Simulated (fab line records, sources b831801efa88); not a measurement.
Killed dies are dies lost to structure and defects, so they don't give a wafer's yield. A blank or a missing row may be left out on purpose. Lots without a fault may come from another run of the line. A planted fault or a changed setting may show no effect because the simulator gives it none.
fab line records | flow sky130 | part 1 of 2: steps 1 to 24 of 33
record lots=5 wafers=15 last_day=49
route steps=708 shown NWELL@71 PWDE@84 VT_ADJUST_HVTP@85 VT_ADJUST_LVTN@97
lots that met no fault: from a run of the same line without faults
start_h: hours from the record's first day to the start of the lot's first wafer shown | wait_h: hours since the lot's step before | " the same as in the row above | L1.1+2: a row that stands for several wafers | - no value, or no start given | * or withheld: withheld | < > ~ a bound
route shown NAME@n: a module of which the file shows steps, and the number in the route of the first | usual: mean/standard deviation of fault-free wafers | same: alike in all rows | chamber/n: place in a boat | sites: the reading at each site | _std_site: their standard deviation | _edge_site: outer sites' mean less inner sites' | radius_mm: how far each site lies from the wafer's centre | mask NAME#n: copy n | behind: the tool/chamber that last shaped the wafer | hold: why the lot was held/for how many hours/how that ended | device: the transistor (n, p or np) that didn't switch | end of line: the same wafers' tests at the end of the route | a step without rows: its recipe alone | killed: dies lost to structure and defects at the first sort, not the wafer's yield | map: a wafer's dies, x killed, . not, _ none there
set.NAME: the setting as run; set.NAME@STEP: as run at that earlier step | model.NAME: the simulator's own value behind a step, which no gauge read
lots at some steps of the route; a table a step, a row a wafer
services: from which hour (start_h, from the record's first day; less than 0 if before it) a tool's chamber was out of use, for how many hours, and why
## steps
# step SKY_NWELL_COAT_18
# recipe spin_rpm=2000 resist_thk_nm=3000
# usual chill_plate_temp_C=23.00/0.11
# columns lot.wafer tool chamber start_h wait_h chill_plate_temp_C
L077.1 litho_track-04 0 108.40 0.1 22.78
L077.3 " 0 " " 22.93
L077.6 " 0 " " 22.90
L084.1 litho_track-02 0 151.36 0.1 23.08
L084.2 " 0 " " 23.05
L084.4 " 0 " " 23.29
L087.1 litho_track-04 0 174.75 0.1 23.13
L087.3 " 0 " " 23.05
L087.4 " 0 " " 23.09
L090.1 litho_track-01 0 192.06 0.1 23.06
L090.2 " 0 " " 23.29
L090.5 " 0 " " 23.03
L094.1 litho_track-02 0 219.56 0.1 23.02
L094.3 " 0 " " 23.02
L094.5 " 0 " " 22.96
# step SKY_NWELL_SOFTBAKE_19
# recipe temp_c=110 time_s=withheld
# usual chill_plate_temp_C=23.02/0.11
# columns lot.wafer tool chamber start_h wait_h chill_plate_temp_C
L077.1 litho_track-04 0 108.55 0.1 23.06
L077.3 " 0 " " 23.00
L077.6 " 0 " " 22.84
L084.1 litho_track-02 0 151.51 0.1 22.95
L084.2 " 0 " " 22.98
L084.4 " 0 " " 23.02
L087.1 litho_track-04 0 174.90 0.1 23.00
L087.3 " 0 " " 23.15
L087.4 " 0 " " 23.01
L090.1 litho_track-01 0 192.21 0.1 22.87
L090.2 " 0 " " 22.91
L090.5 " 0 " " 23.04
L094.1 litho_track-02 0 219.71 0.1 22.84
L094.3 " 0 " " 23.05
L094.5 " 0 " " 23.20
# step SKY_NWELL_EXPOSE_20
# recipe mask_id=NWM_COMPLEMENT na=0.6 source_shape=conventional sigma_outer=0.6 polarization=unpolarized target_cd_nm=840 dose_mj=260
# usual stage_vel_mm_s=500.03/0.29
# columns lot.wafer tool chamber start_h wait_h mask stage_vel_mm_s
L077.1 iline_stepper-01 0 - - NWM_COMPLEMENT#0 500.17
L077.3 " 0 " " NWM_COMPLEMENT#0 500.27
L077.6 " 0 " " NWM_COMPLEMENT#0 500.38
L084.1 iline_stepper-02 0 - - NWM_COMPLEMENT#0 500.00
L084.2 " 0 " " NWM_COMPLEMENT#0 499.69
L084.4 " 0 " " NWM_COMPLEMENT#0 499.72
L087.1 iline_stepper-02 0 - - NWM_COMPLEMENT#0 499.88
L087.3 " 0 " " NWM_COMPLEMENT#0 499.78
L087.4 " 0 " " NWM_COMPLEMENT#0 499.99
L090.1 iline_stepper-02 0 - - NWM_COMPLEMENT#0 499.84
L090.2 " 0 " " NWM_COMPLEMENT#0 499.40
L090.5 " 0 " " NWM_COMPLEMENT#0 499.48
L094.1 iline_stepper-02 0 - - NWM_COMPLEMENT#0 500.11
L094.3 " 0 " " NWM_COMPLEMENT#0 500.44
L094.5 " 0 " " NWM_COMPLEMENT#0 500.06
# step SKY_NWELL_PEB_21
# recipe temp_c=115 time_s=withheld
# usual chill_plate_temp_C=22.99/0.11
# columns lot.wafer tool chamber start_h wait_h chill_plate_temp_C
L077.1 litho_track-01 0 - - 23.08
L077.3 " 0 " " 23.19
L077.6 " 0 " " 23.20
L084.1 litho_track-04 0 - - 23.13
L084.2 " 0 " " 23.09
L084.4 " 0 " " 23.11
L087.1 litho_track-04 0 - - 23.05
L087.3 " 0 " " 22.91
L087.4 " 0 " " 23.15
L090.1 litho_track-02 0 - - 22.87
L090.2 " 0 " " 23.10
L090.5 " 0 " " 22.83
L094.1 litho_track-01 0 - - 22.94
L094.3 " 0 " " 23.06
L094.5 " 0 " " 23.17
# step SKY_NWELL_DEVELOP_22
# recipe wall_angle_deg=90 developer=TMAH develop_time_s=60 dev_temp_c=23
# usual chill_plate_temp_C=23.00/0.089
# columns lot.wafer tool chamber start_h wait_h chill_plate_temp_C
L077.1 litho_track-01 0 - - 22.91
L077.3 " 0 " " 23.01
L077.6 " 0 " " 23.14
L084.1 litho_track-04 0 - - 23.06
L084.2 " 0 " " 23.23
L084.4 " 0 " " 23.08
L087.1 litho_track-04 0 - - 23.01
L087.3 " 0 " " 23.03
L087.4 " 0 " " 23.08
L090.1 litho_track-02 0 - - 23.15
L090.2 " 0 " " 22.98
L090.5 " 0 " " 22.94
L094.1 litho_track-01 0 - - 23.01
L094.3 " 0 " " 22.98
L094.5 " 0 " " 23.06
# step SKY_NWELL_OVL_MEAS_23
# usual NWELL_01_OVL=-0.8/1.2
# columns lot.wafer tool chamber start_h wait_h NWELL_01_OVL[nm]
L077.1 overlay-02 - 117.61 - -1.3
L077.3 " - " " -2.0
L077.6 " - " " -0.4
L084.1 overlay-01 - 161.65 - 2.2
L084.2 " - " " 0.1
L084.4 " - " " 1.4
L087.1 overlay-02 - 184.80 - -1.2
L087.3 " - " " -0.9
L087.4 " - " " -2.3
L090.1 overlay-02 - 202.86 - -0.2
L090.2 " - " " -0.3
L090.5 " - " " -0.9
L094.1 overlay-01 - 231.16 - -2.7
L094.3 " - " " -1.8
L094.5 " - " " -0.4
# step SKY_NWELL_IMPLANT_24
# recipe species=B energy_kev=140 dose_cm2=9.2e+12 tilt_deg=withheld
# usual beam_energy_keV=140.00/0.042 dose_ions_cm2=9.202e+12/9.6e+09
# columns lot.wafer tool chamber start_h wait_h beam_energy_keV dose_ions_cm2
L077.1 implanter-04 0 117.65 0.0 139.89 9.201e+12
L077.3 " 0 " " 139.97 9.215e+12
L077.6 " 0 " " 139.98 9.181e+12
L084.1 implanter-04 0 161.69 0.0 139.95 9.213e+12
L084.2 " 0 " " 139.98 9.209e+12
L084.4 " 0 " " 139.95 9.211e+12
L087.1 implanter-03 0 184.84 0.0 139.97 9.216e+12
L087.3 " 0 " " 140.02 9.206e+12
L087.4 " 0 " " 139.95 9.218e+12
L090.1 implanter-04 0 202.90 0.0 139.96 9.208e+12
L090.2 " 0 " " 140.01 9.207e+12
L090.5 " 0 " " 140.03 9.204e+12
L094.1 implanter-04 0 231.20 0.0 140.04 9.19e+12
L094.3 " 0 " " 139.99 9.213e+12
L094.5 " 0 " " 139.98 9.188e+12
# step SKY_NWELL_STRIP_25
# recipe chemistry=O2/N2 power_w=1400 pressure_mtorr=1500 platen_temp_c=withheld o2_flow_sccm=3000 n2_flow_sccm=300 overash_fraction=0.5
# usual drypump_motor_current_A=5.5/0.37 oes_product_au=0.722/0.0043 strip_time_to_endpoint_s=36.96/0.088
# columns lot.wafer tool chamber start_h wait_h drypump_motor_current_A oes_product_au rf_hours_counter_h strip_time_to_endpoint_s
L077.1 plasma_asher-04 1 117.80 0.1 5.4 0.725 0 36.86
L077.3 " 1 " " 5.4 0.717 - 36.83
L077.6 " 1 " " 5.4 0.719 - 36.79
L084.1 plasma_asher-02 1 161.84 0.1 5.6 0.713 33 36.97
L084.2 " 0 " " 5.8 0.727 33 36.88
L084.4 " 0 " " 5.9 0.723 - 36.93
L087.1 plasma_asher-02 1 184.99 0.1 5.5 0.726 36 36.99
L087.3 " 1 " " 5.6 0.720 - 36.81
L087.4 " 0 " " 5.9 0.725 - 36.84
L090.1 plasma_asher-02 1 203.05 0.1 5.5 0.723 37 37.02
L090.2 " 0 " " 5.9 0.721 37 36.96
L090.5 " 1 " " 5.5 0.732 - 36.98
L094.1 plasma_asher-04 0 231.35 0.1 5.6 0.721 11 36.97
L094.3 " 0 " " 5.6 0.717 - 37.01
L094.5 " 0 " " 5.6 0.722 - 37.01
# step SKY_NWELL_TW_MEAS_26
# usual NWELL_2_TW=495.7/2.7
# columns lot.wafer tool chamber start_h wait_h NWELL_2_TW
L077.1 film_metro-02 - 117.90 0.1 496.3
L077.3 " - " " 495.6
L077.6 " - " " 491.2
L084.1 film_metro-02 - 161.94 0.1 496.7
L084.2 " - " " 496.6
L084.4 " - " " 499.1
L087.1 film_metro-04 - 185.09 0.1 499.8
L087.3 " - " " 500.6
L087.4 " - " " 498.5
L090.1 film_metro-02 - 203.15 0.1 493.6
L090.2 " - " " 490.5
L090.5 " - " " 492.4
L094.1 film_metro-02 - 231.45 0.1 493.7
L094.3 " - " " 497.1
L094.5 " - " " 494.0
# step SKY_NWELL_CLEAN_27
# recipe chemistry=SC1/SC2 mix=1:4:20 temp_c=70 time_s=150 dry=n2_spin
# columns lot.wafer tool chamber start_h wait_h
L077.1+3+6 wet_bench-01 3 117.96 0.1
L084.1+2+4 wet_bench-03 2 162.00 0.1
L087.1+3+4 wet_bench-01 0 185.19 0.1
L090.1+2+5 wet_bench-02 0 203.28 0.1
L094.1+3+5 wet_bench-01 0 231.51 0.1
# step SKY_NWELL_RTA_28
# recipe temp_c=1050 time_s=30 idle_temp_c=650 ramp_up_c_per_s=150 ramp_down_c_per_s=90 ambient=N2
# usual lamp_power_pct=25.30/0.049 wafer_temp_C_max=1054.8/0.98
# columns lot.wafer tool chamber start_h wait_h lamp_power_pct wafer_temp_C_max
L077.1 rtp_anneal-02 0 118.01 0.0 25.28 1056.2
L077.3 " 0 " " 25.31 1057.3
L077.6 " 0 " " 25.25 1053.7
L084.1 rtp_anneal-01 0 162.05 0.0 25.24 1054.0
L084.2 " 0 " " 25.29 1053.9
L084.4 " 0 " " 25.34 1054.9
L087.1 rtp_anneal-01 0 185.24 0.0 25.32 1054.5
L087.3 " 0 " " 25.32 1054.0
L087.4 " 0 " " 25.26 1055.6
L090.1 rtp_anneal-02 0 203.33 0.0 25.35 1053.8
L090.2 " 0 " " 25.24 1054.8
L090.5 " 0 " " 25.28 1054.5
L094.1 rtp_anneal-02 0 231.56 0.0 25.28 1055.2
L094.3 " 0 " " 25.28 1054.8
L094.5 " 0 " " 25.29 1057.1
# step SKY_NWELL_RS_MEAS_29
# recipe thk_meas_gauge=four-point-probe
# usual NWELL_RS=625.5/1.6
# columns lot.wafer tool chamber start_h wait_h NWELL_RS[ohm/sq]
L077.1 film_metro-01 - 118.11 0.1 624.1
L077.3 " - " " 622.0
L077.6 " - " " 624.0
L084.1 film_metro-02 - 162.15 0.1 627.0
L084.2 " - " " 626.3
L084.4 " - " " 626.6
L087.1 film_metro-01 - 185.34 0.1 624.2
L087.3 " - " " 626.1
L087.4 " - " " 625.1
L090.1 film_metro-01 - 203.43 0.1 626.5
L090.2 " - " " 628.3
L090.5 " - " " 627.9
L094.1 film_metro-02 - 231.66 0.1 625.7
L094.3 " - " " 627.1
L094.5 " - " " 625.9
# step SKY_NWELL_RS_MEAS_31
# recipe thk_meas_gauge=four-point-probe
# usual PWDE_RS=5283/19
# columns lot.wafer tool chamber start_h wait_h PWDE_RS[ohm/sq]
L077.1 film_metro-01 - 118.35 0.1 5262
L077.3 " - " " 5242
L077.6 " - " " 5268
L084.1 film_metro-02 - 162.39 0.1 5260
L084.2 " - " " 5259
L084.4 " - " " 5262
L087.1 film_metro-01 - 185.58 0.1 5318
L087.3 " - " " 5287
L087.4 " - " " 5310
L090.1 film_metro-01 - 203.67 0.1 5284
L090.2 " - " " 5284
L090.5 " - " " 5293
L094.1 film_metro-02 - 231.90 0.1 5263
L094.3 " - " " 5291
L094.5 " - " " 5294
# step SKY_VT_ADJUST_HVTP_DEHYDRATE_00
# recipe temp_c=200 time_s=60
# usual chill_plate_temp_C=22.98/0.12
# columns lot.wafer tool chamber start_h wait_h chill_plate_temp_C
L077.1 litho_track-03 0 126.90 8.5 22.83
L077.3 " 0 " " 22.90
L077.6 " 0 " " 22.91
L084.1 litho_track-04 0 172.25 9.8 23.09
L084.2 " 0 " " 23.05
L084.4 " 0 " " 22.97
L087.1 litho_track-03 0 195.25 9.7 23.00
L087.3 " 0 " " 22.85
L087.4 " 0 " " 22.80
L090.1 litho_track-03 0 213.75 10.1 22.70
L090.2 " 0 " " 22.73
L090.5 " 0 " " 22.56
L094.1 litho_track-04 0 242.50 10.6 22.77
L094.3 " 0 " " 22.83
L094.5 " 0 " " 22.94
# step SKY_VT_ADJUST_HVTP_HMDS_01
# recipe prime_time_s=60 prime_temp_c=120
# usual chill_plate_temp_C=23.01/0.097
# same prime_time_s=60
# columns lot.wafer tool chamber start_h wait_h chill_plate_temp_C
L077.1 litho_track-03 0 127.05 0.1 22.92
L077.3 " 0 " " 23.01
L077.6 " 0 " " 22.92
L084.1 litho_track-04 0 172.40 0.1 22.89
L084.2 " 0 " " 22.95
L084.4 " 0 " " 23.09
L087.1 litho_track-03 0 195.40 0.1 22.98
L087.3 " 0 " " 22.85
L087.4 " 0 " " 23.01
L090.1 litho_track-03 0 213.90 0.1 23.07
L090.2 " 0 " " 23.14
L090.5 " 0 " " 23.12
L094.1 litho_track-04 0 242.65 0.1 23.01
L094.3 " 0 " " 23.00
L094.5 " 0 " " 23.01
# step SKY_VT_ADJUST_HVTP_COAT_02
# recipe resist=NOVOLAK spin_rpm=3000 resist_thk_nm=1140
# usual chill_plate_temp_C=22.99/0.1
# columns lot.wafer tool chamber start_h wait_h chill_plate_temp_C
L077.1 litho_track-03 0 127.20 0.1 23.09
L077.3 " 0 " " 23.07
L077.6 " 0 " " 23.08
L084.1 litho_track-04 0 172.55 0.1 23.04
L084.2 " 0 " " 22.89
L084.4 " 0 " " 22.95
L087.1 litho_track-03 0 195.55 0.1 22.94
L087.3 " 0 " " 22.92
L087.4 " 0 " " 22.87
L090.1 litho_track-03 0 214.05 0.1 23.08
L090.2 " 0 " " 22.98
L090.5 " 0 " " 22.96
L094.1 litho_track-04 0 242.80 0.1 22.89
L094.3 " 0 " " 22.86
L094.5 " 0 " " 22.75
# step SKY_VT_ADJUST_HVTP_SOFTBAKE_03
# recipe temp_c=90 time_s=60 resist=NOVOLAK
# usual chill_plate_temp_C=23.00/0.096
# columns lot.wafer tool chamber start_h wait_h chill_plate_temp_C
L077.1 litho_track-03 0 127.35 0.1 22.98
L077.3 " 0 " " 22.90
L077.6 " 0 " " 23.16
L084.1 litho_track-04 0 172.70 0.1 22.98
L084.2 " 0 " " 22.98
L084.4 " 0 " " 22.98
L087.1 litho_track-03 0 195.70 0.1 23.13
L087.3 " 0 " " 23.04
L087.4 " 0 " " 23.13
L090.1 litho_track-03 0 214.20 0.1 23.07
L090.2 " 0 " " 22.91
L090.5 " 0 " " 22.88
L094.1 litho_track-04 0 242.95 0.1 22.94
L094.3 " 0 " " 22.80
L094.5 " 0 " " 22.94
# step SKY_VT_ADJUST_HVTP_EXPOSE_04
# recipe mask_id=HVTPM na=0.6 source_shape=conventional sigma_outer=0.6 polarization=unpolarized target_cd_nm=380 dose_mj=140
# usual stage_vel_mm_s=500.03/0.24
# columns lot.wafer tool chamber start_h wait_h mask stage_vel_mm_s
L077.1 iline_stepper-01 0 - - HVTPM#0 499.64
L077.3 " 0 " " HVTPM#0 499.92
L077.6 " 0 " " HVTPM#0 499.79
L084.1 iline_stepper-02 0 - - HVTPM#0 499.88
L084.2 " 0 " " HVTPM#0 499.69
L084.4 " 0 " " HVTPM#0 499.97
L087.1 iline_stepper-02 0 - - HVTPM#0 499.88
L087.3 " 0 " " HVTPM#0 499.88
L087.4 " 0 " " HVTPM#0 500.16
L090.1 iline_stepper-02 0 - - HVTPM#0 499.94
L090.2 " 0 " " HVTPM#0 499.93
L090.5 " 0 " " HVTPM#0 499.84
L094.1 iline_stepper-01 0 - - HVTPM#0 499.90
L094.3 " 0 " " HVTPM#0 499.96
L094.5 " 0 " " HVTPM#0 499.92
# step SKY_VT_ADJUST_HVTP_PEB_05
# recipe temp_c=withheld time_s=* resist=NOVOLAK
# usual chill_plate_temp_C=*
# columns lot.wafer tool chamber start_h wait_h chill_plate_temp_C
L077.1 litho_track-03 0 - - *
L077.3 " 0 " " *
L077.6 " 0 " " *
L084.1 litho_track-03 0 - - *
L084.2 " 0 " " *
L084.4 " 0 " " *
L087.1 litho_track-04 0 - - *
L087.3 " 0 " " *
L087.4 " 0 " " *
L090.1 litho_track-03 0 - - *
L090.2 " 0 " " *
L090.5 " 0 " " *
L094.1 litho_track-03 0 - - *
L094.3 " 0 " " *
L094.5 " 0 " " *
# step SKY_VT_ADJUST_HVTP_DEVELOP_06
# recipe resist=NOVOLAK developer=TMAH develop_time_s=60 dev_temp_c=23
# usual chill_plate_temp_C=23.01/0.095
# columns lot.wafer tool chamber start_h wait_h chill_plate_temp_C
L077.1 litho_track-03 0 135.90 0.1 22.92
L077.3 " 0 " " 22.97
L077.6 " 0 " " 23.02
L084.1 litho_track-03 0 182.40 0.1 22.88
L084.2 " 0 " " 23.13
L084.4 " 0 " " 23.20
L087.1 litho_track-04 0 206.30 0.1 23.19
L087.3 " 0 " " 23.00
L087.4 " 0 " " 23.05
L090.1 litho_track-03 0 224.70 0.1 23.00
L090.2 " 0 " " 23.00
L090.5 " 0 " " 22.95
L094.1 litho_track-03 0 254.30 0.1 22.83
L094.3 " 0 " " 23.04
L094.5 " 0 " " 22.79
# step SKY_VT_ADJUST_HVTP_CD_MEAS_07
# recipe target_cd_nm=380
# usual cd_nm=379.5/2.3
# columns lot.wafer tool chamber start_h wait_h cd_nm
L077.1 cd_sem-01 - 136.05 0.1 379.1
L077.3 " - " " 380.0
L077.6 " - " " 377.3
L084.1 cd_sem-01 - 182.55 0.1 380.3
L084.2 " - " " 380.3
L084.4 " - " " 378.8
L087.1 cd_sem-02 - 206.45 0.1 377.7
L087.3 " - " " 380.5
L087.4 " - " " 381.1
L090.1 cd_sem-02 - 224.85 0.1 379.2
L090.2 " - " " 378.7
L090.5 " - " " 379.8
L094.1 cd_sem-02 - 254.45 0.1 379.3
L094.3 " - " " 379.1
L094.5 " - " " 381.4
# step SKY_VT_ADJUST_HVTP_OVL_MEAS_08
# usual VT_ADJUST_HVTP_OVL=0.6/1.5
# columns lot.wafer tool chamber start_h wait_h VT_ADJUST_HVTP_OVL[nm]
L077.1 overlay-01 - 136.17 0.1 1.8
L077.3 " - " " 2.7
L077.6 " - " " 0.2
L084.1 overlay-02 - 182.67 0.1 0.7
L084.2 " - " " -0.6
L084.4 " - " " -0.6
L087.1 overlay-02 - 206.57 0.1 -1.8
L087.3 " - " " -0.6
L087.4 " - " " 0.4
L090.1 overlay-02 - 224.97 0.1 0.2
L090.2 " - " " -1.8
L090.5 " - " " -0.8
L094.1 overlay-02 - 254.57 0.1 -0.2
L094.3 " - " " 0.5
L094.5 " - " " -1.1
# step SKY_VT_ADJUST_HVTP_IMPLANT_09
# recipe species=As energy_kev=150 dose_cm2=4.3e+12 tilt_deg=withheld
# usual beam_energy_keV=150.00/0.046 dose_ions_cm2=4.301e+12/5.1e+09
# columns lot.wafer tool chamber start_h wait_h beam_energy_keV dose_ions_cm2
L077.1 implanter-02 0 136.21 0.0 150.07 4.295e+12
L077.3 " 0 " " 150.08 4.306e+12
L077.6 " 0 " " 150.10 4.3e+12
L084.1 implanter-02 0 182.71 0.0 149.95 4.302e+12
L084.2 " 0 " " 150.01 4.294e+12
L084.4 " 0 " " 150.03 4.308e+12
L087.1 implanter-01 0 206.61 0.0 150.04 4.307e+12
L087.3 " 0 " " 150.03 4.309e+12
L087.4 " 0 " " 149.99 4.303e+12
L090.1 implanter-02 0 225.01 0.0 149.93 4.295e+12
L090.2 " 0 " " 150.00 4.298e+12
L090.5 " 0 " " 149.97 4.299e+12
L094.1 implanter-04 0 254.61 0.0 149.97 4.295e+12
L094.3 " 0 " " 149.98 4.3e+12
L094.5 " 0 " " 149.98 4.296e+12
# step SKY_VT_ADJUST_HVTP_STRIP_10
# recipe chemistry=O2/N2 power_w=1400 pressure_mtorr=1500 platen_temp_c=withheld o2_flow_sccm=3000 n2_flow_sccm=300 overash_fraction=0.5
# usual drypump_motor_current_A=5.5/0.36 oes_product_au=0.716/0.0049 strip_time_to_endpoint_s=14.18/0.038
# columns lot.wafer tool chamber start_h wait_h drypump_motor_current_A oes_product_au rf_hours_counter_h strip_time_to_endpoint_s
L077.1 plasma_asher-01 0 136.36 0.1 5.2 0.711 47 14.15
L077.3 " 0 " " 5.2 0.731 - 14.15
L077.6 " 1 " " 5.3 0.712 - 14.16
L084.1 plasma_asher-02 0 182.86 0.1 5.8 0.713 36 14.20
L084.2 " 1 " " 5.5 0.718 36 14.21
L084.4 " 0 " " 5.8 0.720 - 14.18
L087.1 plasma_asher-03 0 206.76 0.1 4.8 0.716 53 14.24
L087.3 " 0 " " 4.8 0.722 - 14.22
L087.4 " 1 " " 5.9 0.707 - 14.23
L090.1 plasma_asher-01 1 225.16 0.1 5.4 0.719 55 14.18
L090.2 " 0 " " 5.2 0.713 55 14.16
L090.5 " 1 " " 5.4 0.717 - 14.16
L094.1 plasma_asher-02 0 254.76 0.1 5.9 0.718 42 14.16
L094.3 " 1 " " 5.5 0.715 - 14.17
L094.5 " 1 " " 5.5 0.708 - 14.15
